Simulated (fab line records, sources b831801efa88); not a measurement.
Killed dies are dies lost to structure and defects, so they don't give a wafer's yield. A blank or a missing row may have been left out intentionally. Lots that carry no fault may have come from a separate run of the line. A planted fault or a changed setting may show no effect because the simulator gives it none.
Which tool is to blame?    flow gf180mcu    14 lots, 42 wafers sampled, at 3 steps of a route of 602

WHAT EACH GAUGE READ, for each wafer
GF_VT_IMPLANT_OVL_MEAS_29. Usual: VT_IMPLANT_02_OVL typically reads 0.7 nm, with standard deviation 1.4.
lot   measured      on          VT_IMPLANT_02_OVL (nm)  flag
L154  day 6 20:51   overlay-01  -1.7 -2.6 -0.9          
L156  day 7 10:16   overlay-01  0.4 1.7 0.7             
L155  day 7 11:28   overlay-02  -0.3 -0.1 0.9           
L157  day 7 18:10   overlay-02  -0.4 -0.5 0.3           
L158  day 8 01:16   overlay-02  0.5 1.8 1.3             
L159  day 8 04:53   overlay-02  1.9 2.3 1.2             
L168  day 10 19:10  overlay-01  -2.3 2.0 0.3            
L169  day 11 01:32  overlay-01  0.5 0.5 0.6             
L171  day 11 12:27  overlay-02  1.9 2.4 1.1             
L172  day 11 19:22  overlay-02  2.6 2.1 2.3             
L173  day 12 02:20  overlay-01  0.8 1.3 -0.3            
L174  day 12 10:25  overlay-01  -1.1 -0.3 -0.9          
L175  day 12 13:40  overlay-02  1.9 1.6 3.1             
L176  day 12 21:41  overlay-02  0.2 2.4 0.9             

GF_VT_IMPLANT_OVL_MEAS_40. Usual: VT_IMPLANT_03_OVL typically reads 0.1 nm, with standard deviation 1.4.
lot   measured      on          VT_IMPLANT_03_OVL (nm)  flag
L154  day 7 12:56   overlay-02  -2.1 -0.8 -2.7          
L156  day 8 02:57   overlay-01  -2.2 0.2 -1.5           
L155  day 8 04:13   overlay-01  2.7 0.9 0.6             
L157  day 8 10:20   overlay-01  -2.7 -1.3 -2.0          
L158  day 8 17:37   overlay-02  0.7 0.1 -0.7            
L159  day 8 21:32   overlay-01  1.8 0.2 -1.3            
L168  day 11 14:04  overlay-02  -0.1 0.4 0.7            
L169  day 11 20:05  overlay-01  1.3 -1.2 -0.6           
L171  day 12 07:47  overlay-01  -1.2 0.0 -0.3           
L172  day 12 14:19  overlay-02  -1.4 1.2 0.6            
L173  day 12 21:21  overlay-01  -2.8 -2.0 -1.2          
L174  day 13 06:50  overlay-02  0.2 -0.3 -0.3           
L175  day 13 09:26  overlay-02  -0.4 0.9 1.1            
L176  day 13 18:10  overlay-01  1.6 0.2 -0.2            

GF_HV_LDD_OVL_MEAS_32. Usual: HV_LDD_02_OVL typically reads -0.3 nm, with standard deviation 1.6.
lot   measured      on          HV_LDD_02_OVL (nm)  flag
L154  day 11 15:10  overlay-02  -2.8 0.0 0.2        
L156  day 12 05:19  overlay-01  -0.3 0.3 1.1        
L155  day 12 09:20  overlay-02  3.4 -0.8 1.0        
L157  day 12 15:43  overlay-01  -2.7 -2.1 -1.1      
L158  day 12 23:46  overlay-02  2.1 2.1 -1.2        
L159  day 13 04:46  overlay-01  -3.0 -1.6 -2.8      
L168  day 16 07:20  overlay-01  -1.6 2.1 -1.4       
L169  day 16 16:19  overlay-01  1.9 0.8 0.4         
L171  day 17 02:31  overlay-01  -2.9 -1.3 -1.9      
L172  day 17 12:01  overlay-01  -0.4 -0.3 0.2       
L173  day 17 16:13  overlay-01  0.5 -1.0 -0.5       
L174  day 18 08:26  overlay-01  -1.1 -2.4 -1.3      
L175  day 18 10:40  overlay-02  0.7 -0.8 2.0        
L176  day 18 18:00  overlay-02  0.3 1.3 0.9         

WHICH TOOL RAN EACH LOT (tool, then ch and the chambers of the sampled wafers, then the start)
The record shows no process step preceding these readings.

WHAT THE TOOLS THEMSELVES READ (means of the sampled wafers that have a number; where no wafer has one, the mark that the record gives instead)
The record holds no such reading with a usual standard deviation.

THE ANSWER, worked out from the rows above alone
Rule: take the mean of a lot's wafers that have a number; if it is more than 3 standard deviations from the usual mean, the lot is off. Also off: a lot with no number at a reading for which 4 or more lots have one. All remaining lots with rows at the step are treated as sound. Order of review: gauges by route order, followed by the tools' own readings, for which a lot's mean as printed above is used. At the first step where some lot is off, the reading lying furthest off is the one used; lots without a number count as furthest.
Nothing can be told from this: no lot is off at any reading shown.

WHAT WAS PUT IN BY THE SIMULATOR
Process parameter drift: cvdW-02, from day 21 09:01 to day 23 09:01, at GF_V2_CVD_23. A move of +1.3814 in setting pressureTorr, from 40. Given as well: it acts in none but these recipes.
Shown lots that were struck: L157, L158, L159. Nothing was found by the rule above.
